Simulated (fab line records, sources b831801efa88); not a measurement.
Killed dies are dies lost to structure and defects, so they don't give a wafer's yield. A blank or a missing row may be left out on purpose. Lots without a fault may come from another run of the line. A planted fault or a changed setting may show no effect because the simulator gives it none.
A struck lot beside a sound one | flow sky130 | 17 steps out of a route of 708
Sound: wafers L464.1, L464.2, L464.5. Struck: wafers L468.2, L468.3, L468.5. The cause comes at the end.
At each step with rows: each side's tool, then ch and its chambers, then its first start. Under that, the readings that differ: sound wafers | struck wafers | difference of the means | sigmas: that difference in standard deviations of wafers without a fault.
alike: readings whose means differ by less than 2 such deviations, and words and numbers that are the same on both sides. not compared: withheld readings, readings that some wafer has no value for, bounds like >300 that may hide the same value, and numbers for which the record gives no deviation and whose values overlap.
The two part at a step that has a row with sigmas, a row that says differs or no value, or rows on one side only. Numbers that don't overlap but have no deviation are shown without sigmas and don't part them. A reading that every wafer of one side lacks parts them only if that side has two wafers or more.

first, 5 steps without rows for these wafers: SKY_SD_N_COAT_02 (resist thk 1140 nm); SKY_SD_N_SOFTBAKE_03 (time 60 s); SKY_SD_N_EXPOSE_04 (exposes mask NSDM, target cd 380 nm); SKY_SD_N_PEB_05; SKY_SD_N_DEVELOP_06 (develop time 60 s).
SKY_SD_N_CD_MEAS_07: target cd 380 nm.
  sound on cd_sem-01, day 30 12:20; struck on cd_sem-02, day 31 15:43
  alike: cd_nm
SKY_SD_N_OVL_MEAS_08:
  sound on overlay-01, day 30 12:28; struck on overlay-01, day 31 15:49
  alike: SD_N_OVL
then, 2 steps without rows for these wafers: SKY_SD_N_IMPLANT_09; SKY_SD_N_IMPLANT_10.
SKY_SD_N_STRIP_11: strips in O2/N2.
  sound on plasma_asher-04 ch 0,1, day 30 12:48; struck on plasma_asher-01 ch 1, day 31 16:09
  alike: drypump_motor_current_A, oes_product_au, strip_time_to_endpoint_s
  not compared: rf_hours_counter_h
SKY_SD_N_TW_MEAS_12:
  sound on film_metro-04, day 30 12:54; struck on film_metro-02, day 31 16:16
  alike: SD_N_TW
then, 1 step without rows for these wafers: SKY_SD_N_CLEAN_13 (cleans in SC1/SC2, time 150 s).
SKY_SD_N_RTA_14: time 2 s.
  sound on rtp_anneal-01 ch 0, day 30 13:01; struck on rtp_anneal-02 ch 0, day 31 16:22
  alike: lamp_power_pct, wafer_temp_C_max
SKY_SD_N_RS_MEAS_16: measures by four-point-probe.
  sound on film_metro-02, day 30 13:11; struck on film_metro-03, day 31 16:55
  reading          | sound             | struck            | difference | sigmas
  SD_N_RS (ohm/sq) | 67.85 67.99 68.08 | 70.56 70.51 70.84 | +2.66      | +22
  not compared: hold
SKY_SD_N_RS_MEAS_17: measures by four-point-probe.
  sound on film_metro-02, day 30 13:19; struck on film_metro-03, day 32 04:47
  reading          | sound             | struck            | difference | sigmas
  SD_P_RS (ohm/sq) | 146.3 146.7 146.6 | 161.8 162.2 162.7 | +15.7      | +44
  not compared: hold
SKY_SD_N_RS_MEAS_18: measures by four-point-probe.
  sound on film_metro-02, day 30 13:26; struck on film_metro-03, day 32 06:38
  reading               | sound             | struck                                                                     | difference                   | sigmas
  hold                  | - - -             | await_dispo/1.7h/release await_dispo/1.7h/release await_dispo/1.7h/release | no value on the sound wafers |
  RES_XHIGH_RS (ohm/sq) | 327.3 326.3 327.2 | 332.9 332.1 331.1                                                          | +5.1                         | +4
-- the record jumps here: 16 days lie between the struck wafers' starts before and after (it left off in module SD_N and takes up again in module PAD_OPEN, whose first step shown is number 708 of the route) --
SKY_PAD_OPEN_PROBE_99:
  sound on prober-01, day 47 19:29; struck on prober-01, day 48 09:53
  reading                                            | sound               | struck            | difference | sigmas
  killed_at_contacts                                 | 19 19 20            | 36 39 38          | +18        | +3
  model.etest.res_xhigh_po.line_ohm_um               | 5215 5324 5256      | 6885 6705 6848    | +1548      |
  model.etest.res_xhigh_po.rs_ohm_sq_rim_less_centre | 1.165 22.86 18.42   | 711 702.4 743.1   | +705       |
  model.etest.res_xhigh_po.rs_ohm_sq_range           | 44.27 72.23 54.29   | 741.7 746.8 764.1 | +693.9     |
  model.etest.res_xhigh_po.rs_ohm_sq                 | 1843 1890 1864      | 2394 2344 2404    | +515       |
  model.etest.pfet_01v8.r_on_ohm_um                  | 2934 2855 2914      | 3005 3013 2986    | +100       |
  model.etest.res_pdiff.line_ohm_um                  | 1370 1346 1376      | 1506 1523 1521    | +153       |
  model.etest.tip_p.rs_ohm_sq                        | 6765 6690 6805      | 6901 6927 6897    | +155       |
  model.etest.tip_p.rs_ohm_sq_rim_less_centre        | -54.03 -2.721 2.362 | 94.17 48.11 34.63 | +77.10     |
  alike: killed_at_M0_to_M3, killed_at_M4_up, killed_at_front_end, killed_at_other, killed_dies, killed_on_rim, killed_open, killed_short

WHERE THEY PART
First at SKY_SD_N_RS_MEAS_16; last, within this record, at SKY_PAD_OPEN_PROBE_99.

WHY: what the simulator had put in
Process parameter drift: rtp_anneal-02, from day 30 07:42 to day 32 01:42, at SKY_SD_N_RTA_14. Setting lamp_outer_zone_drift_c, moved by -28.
